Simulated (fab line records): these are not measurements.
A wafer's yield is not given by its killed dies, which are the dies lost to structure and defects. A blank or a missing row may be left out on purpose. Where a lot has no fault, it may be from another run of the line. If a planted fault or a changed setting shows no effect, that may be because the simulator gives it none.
Struck lot and sound lot, side by side :: flow gf180mcu :: 15 steps out of a route of 602
Sound: these wafers, L367.1, L367.3, L367.5. Wafers L363.1, L363.4, L363.5 were the ones struck. At the end, the cause is stated.
Each step with rows lists, per side, the tool, then ch with its chambers, then its first start. Under that, the readings that differ: sound wafers :: struck wafers :: difference of the means :: sigmas: that difference in standard deviations of wafers without a fault.
alike: same words and numbers on both sides, and readings whose means sit less than 2 such deviations apart. not compared: any withheld reading, any reading some wafer has no value for, any bound like >300 that may hide the same value, and any number with overlapping values for which the record gives no deviation.
A row with sigmas, a row that says differs or no value, or rows on one side alone: a step with any of these is where the two part. Numbers that don't overlap but have no deviation are shown without sigmas and don't part them. A reading missing from all wafers of one side parts the sides only when that side holds two or more wafers.

GF_V5_BOW_MEAS_05:
  struck on filmMetro-02, day 29 17:09; sound on filmMetro-02, day 30 16:24
  alike: V5_BOW
then, 8 steps without rows for these wafers: GF_V5_DEHYDRATE_06 (time 60 s); GF_V5_HMDS_07 (prime time 60 s); GF_V5_COAT_08; GF_V5_COAT_09 (resist thk 1000 nm); GF_V5_SOFTBAKE_10 (time 60 s); GF_V5_EXPOSE_11 (exposes mask Via5, target cd 260 nm); GF_V5_PEB_12 (peb time 90 s); GF_V5_DEVELOP_13 (develop time 60 s).
GF_V5_CD_MEAS_14: the cd target is 260 nm.
  struck on cdSem-02, day 30 12:05; sound on cdSem-02, day 31 10:02
  alike: cdNm
GF_V5_OVL_MEAS_15:
  struck on overlay-01, day 30 12:12; sound on overlay-01, day 31 10:09
  alike: V5_OVL
GF_V5_ETCH_16: etches BARC in N2/H2.
  sound on rieDiel-04 ch 0,2,3, day 31 10:11; struck on rieDiel-04 ch 2,3, day 30 12:14
  alike: biasW, chamberPressureMTorr, drypumpMotorCurrentA, h2FlowSccm, oesProductAu, throttleValvePct
GF_V5_ETCH_17: etches SiO2 in C4F8/O2/Ar, stops on TiN, target depth 855 nm.
  sound on rieDiel-04 ch 0,2,3, day 31 10:00; struck on rieDiel-04 ch 2,3, day 30 12:00
  no value came back on the struck wafers for biasW (W), chamberPressureMTorr (mTorr), oesProductAu (a.u.); on the sound wafers biasW (W) reads 1198 1205 1204
GF_V5_STRIP_18: strips in O2/N2.
  sound on plasmaAsher-03 ch 0,1, day 31 10:20; struck on plasmaAsher-02 ch 0,1, day 30 12:23
reading: oesProductAu (a.u.)
sound: 0.575 0.574 0.568
struck: 0.668 0.671 0.672
difference: +0.098
sigmas: +19
  alike: drypumpMotorCurrentA, heaterPowerW
  not compared: rfHoursCounterH
then, 1 step without rows for these wafers: GF_V5_STRIP_19 (strips in post etch residue remover, time 1200 s).

== WHERE THEY PART ==
First at GF_V5_ETCH_17; last, within this record, at GF_V5_STRIP_18.

WHY: the cause the simulator had injected
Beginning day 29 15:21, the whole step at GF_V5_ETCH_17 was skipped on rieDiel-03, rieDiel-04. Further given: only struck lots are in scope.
